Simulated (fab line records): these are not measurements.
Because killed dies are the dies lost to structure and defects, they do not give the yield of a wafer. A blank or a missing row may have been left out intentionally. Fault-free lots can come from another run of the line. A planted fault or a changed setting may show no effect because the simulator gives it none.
Which tool did it? | flow gf180mcu | 36 wafers from 12 lots sampled at 6 of the route's 602 steps

## WHAT THE GAUGES READ, wafer by wafer
GF_DNWELL_TW_MEAS_09. Usual: DNWELL_TW 1352, standard deviation 6.3.
lot  | measured    | on           | DNWELL_TW      | flag
L872 | day 2 20:52 | filmMetro-01 | 1350 1351 1346 | 
L874 | day 3 04:14 | filmMetro-01 | 1354 1355 1359 | 
L875 | day 3 10:29 | filmMetro-01 | 1352 1350 1349 | 
L876 | day 3 15:43 | filmMetro-03 | 1354 1351 1345 | 
L877 | day 3 20:55 | filmMetro-01 | 1352 1346 1355 | 
L879 | day 4 08:36 | filmMetro-04 | 1343 1350 1347 | 
L880 | day 4 12:29 | filmMetro-01 | 1348 1348 1346 | 
L890 | day 6 18:02 | filmMetro-01 | 1354 1351 1346 | 
L891 | day 7 01:05 | filmMetro-04 | 1352 1351 1353 | 
L892 | day 7 05:03 | filmMetro-04 | 1363 1364 1357 | 
L893 | day 7 11:21 | filmMetro-04 | 1353 1361 1357 | 
L894 | day 7 16:16 | filmMetro-04 | 1372 1357 1359 | 

GF_VT_IMPLANT_OVL_MEAS_29. Usual: VT_IMPLANT_02_OVL -1.1 nm, standard deviation 1.3.
lot  | measured     | on         | VT_IMPLANT_02_OVL (nm) | flag
L872 | day 7 00:40  | overlay-01 | -1.9 -1.2 -1.7         | 
L874 | day 7 09:08  | overlay-01 | -1.0 -1.7 -2.1         | 
L875 | day 7 16:58  | overlay-02 | -1.7 -1.0 0.2          | 
L876 | day 7 22:39  | overlay-01 | -1.5 -1.7 -0.8         | 
L877 | day 8 04:42  | overlay-02 | -0.5 -1.8 -1.8         | 
L879 | day 8 18:50  | overlay-02 | 1.8 1.9 1.4            | 
L880 | day 9 01:16  | overlay-02 | - - -                  | OFF
L890 | day 11 18:41 | overlay-01 | -2.9 -3.2 -3.4         | 
L891 | day 12 03:53 | overlay-01 | -3.1 -2.2 -2.0         | 
L892 | day 12 06:04 | overlay-01 | -1.0 -0.8 -2.6         | 
L893 | day 12 15:29 | overlay-01 | -1.4 -2.8 -3.7         | 
L894 | day 12 23:29 | overlay-02 | 1.7 0.9 1.8            | 

GF_VT_IMPLANT_TW_MEAS_32. Usual: VT_IMPLANT_3_TW 273, standard deviation 3.2.
lot  | measured     | on           | VT_IMPLANT_3_TW | flag
L872 | day 7 00:57  | filmMetro-03 | 269 269 270     | 
L874 | day 7 09:25  | filmMetro-02 | 279 278 279     | 
L875 | day 7 17:15  | filmMetro-01 | 272 271 270     | 
L876 | day 7 22:56  | filmMetro-01 | 271 270 270     | 
L877 | day 8 04:59  | filmMetro-02 | 277 275 276     | 
L879 | day 8 19:07  | filmMetro-03 | 270 270 269     | 
L880 | day 9 01:33  | filmMetro-02 | 31 31 31        | OFF
L890 | day 11 18:58 | filmMetro-03 | 270 271 269     | 
L891 | day 12 04:11 | filmMetro-02 | 277 279 276     | 
L892 | day 12 06:21 | filmMetro-03 | 272 271 271     | 
L893 | day 12 15:47 | filmMetro-01 | 271 271 270     | 
L894 | day 12 23:46 | filmMetro-01 | 272 272 271     | 

GF_HV_LDD_CD_MEAS_19: the cd target is 400 nm. Usual: cdNm at 399.7 nm, with a standard deviation of 1.8.
lot  | measured     | on       | cdNm (nm)         | flag
L872 | day 10 22:10 | cdSem-01 | 402.4 401.9 402.2 | 
L874 | day 11 08:31 | cdSem-02 | 398.0 399.2 397.1 | 
L875 | day 11 15:20 | cdSem-02 | 400.5 400.7 404.0 | 
L876 | day 12 02:08 | cdSem-02 | 401.1 400.3 400.0 | 
L877 | day 12 08:10 | cdSem-01 | 400.4 399.4 401.4 | 
L879 | day 13 00:01 | cdSem-01 | 399.3 398.0 399.7 | 
L890 | day 16 07:36 | cdSem-02 | 399.9 398.0 398.1 | 
L891 | day 16 22:34 | cdSem-02 | 400.0 399.4 399.0 | 
L892 | day 17 01:42 | cdSem-02 | 398.7 396.8 398.0 | 
L893 | day 17 10:55 | cdSem-01 | 398.8 395.8 398.2 | 
L894 | day 17 21:31 | cdSem-02 | 399.5 399.8 400.2 | 

## EACH LOT AND THE TOOL THAT RAN IT (in order: tool; ch and the chambers of the sampled wafers; start)
lot  | GF_STI_ETCH_14                 | GF_VT_IMPLANT_EXPOSE_26
L872 | rieSi-02 ch 2,3, day 2 02:59   | ilineStepper-01 ch 0, day 6 16:57
L874 | rieSi-01 ch 0,3, day 2 11:08   | ilineStepper-02 ch 0, day 7 01:16
L875 | rieSi-02 ch 0,1,2, day 2 16:52 | ilineStepper-02 ch 0, day 7 09:04
L876 | rieSi-01 ch 1,3, day 2 21:53   | ilineStepper-01 ch 0, day 7 14:18
L877 | rieSi-02 ch 0,1,2, day 3 03:29 | ilineStepper-01 ch 0, day 7 21:22
L879 | rieSi-02 ch 0,1, day 3 13:37   | ilineStepper-01 ch 0, day 8 10:49
L880 | rieSi-01 ch 0,2,3, day 3 18:35 | ilineStepper-02 ch 0, day 8 17:38
L890 | rieSi-01 ch 0,1,3, day 5 22:04 | ilineStepper-01 ch 0, day 11 08:59
L891 | rieSi-01 ch 0,1,3, day 6 04:46 | ilineStepper-02 ch 0, day 11 18:43
L892 | rieSi-01 ch 0,1,2, day 6 08:47 | ilineStepper-02 ch 0, day 11 20:58
L893 | rieSi-02 ch 0,1,3, day 6 14:28 | ilineStepper-02 ch 0, day 12 06:02
L894 | rieSi-02 ch 1,3, day 6 19:52   | ilineStepper-01 ch 0, day 12 13:26
- GF_STI_ETCH_14: etches Si in HBr/Cl2/O2, target depth 360 nm, time 102.9 s.
- GF_VT_IMPLANT_EXPOSE_26: exposes mask LVPWELL HV AREA, target cd 860 nm.

## AS READ BY THE TOOLS THEMSELVES (means over the sampled wafers that have a number; for cases with no such wafer, the mark the record gives instead)
GF_STI_ETCH_14. Usual: biasW 150.0 W, standard deviation 0.43; drypumpMotorCurrentA 5.5 A, standard deviation 0.36; heBacksideLeakSccm 2.8 sccm, standard deviation 0.4; oesProductAu 0.995 a.u., standard deviation 0.01; throttleValvePct 25.660 %, standard deviation 0.011.
lot  | tool     | biasW (W) | drypumpMotorCurrentA (A) | heBacksideLeakSccm (sccm) | oesProductAu (a.u.) | throttleValvePct (%) | flag
L872 | rieSi-02 | 150.0     | 5.6                      | 2.7                       | 0.995               | 25.672               | 
L874 | rieSi-01 | 150.2     | 5.4                      | 2.8                       | 0.994               | 25.665               | 
L875 | rieSi-02 | 149.9     | 5.7                      | 2.8                       | 0.985               | 25.667               | 
L876 | rieSi-01 | 149.5     | 5.6                      | 2.8                       | 0.993               | 25.664               | 
L877 | rieSi-02 | 150.0     | 5.7                      | 2.9                       | 0.997               | 25.653               | 
L879 | rieSi-02 | 150.2     | 5.6                      | 3.0                       | 1.003               | 25.651               | 
L880 | rieSi-01 | 150.1     | 5.3                      | 2.7                       | 0.996               | 25.674               | 
L890 | rieSi-01 | 150.1     | 5.3                      | 2.7                       | 0.997               | 25.660               | 
L891 | rieSi-01 | 149.5     | 5.3                      | 2.8                       | 0.995               | 25.657               | 
L892 | rieSi-01 | 149.8     | 5.1                      | 2.7                       | 0.993               | 25.660               | 
L893 | rieSi-02 | 150.4     | 5.6                      | 2.9                       | 1.004               | 25.662               | 
L894 | rieSi-02 | 150.1     | 5.5                      | 3.0                       | 1.006               | 25.657               | 

## THE ANSWER, worked out from the rows above alone
Rule: a lot counts as off when the mean over its wafers that have a number is more than 3 standard deviations away from the usual mean. A lot without any number at a reading at which 4 lots or more have one is off too. Any other lot the step has rows for is counted as sound. After the gauges, taken in route order, come the tools' own readings; for these a lot's mean is taken, as printed above. At the first step where some lot is off, the reading lying furthest off is the one used; lots without a number count as furthest.
Off: at GF_VT_IMPLANT_OVL_MEAS_29 (VT_IMPLANT_02_OVL), L880. Without a number there: L880.
A tool fits if, at a process step before that reading, it ran every lot that is off, and no sound lot after the first of them. Not tried: the gauges at GF_VT_IMPLANT_OVL_MEAS_29; whatever is off there is also off at GF_VT_IMPLANT_TW_MEAS_32, on other tools, and gauge error can't account for it. Not one of the candidates tried fits.

## WHAT THE SIMULATOR PUT IN
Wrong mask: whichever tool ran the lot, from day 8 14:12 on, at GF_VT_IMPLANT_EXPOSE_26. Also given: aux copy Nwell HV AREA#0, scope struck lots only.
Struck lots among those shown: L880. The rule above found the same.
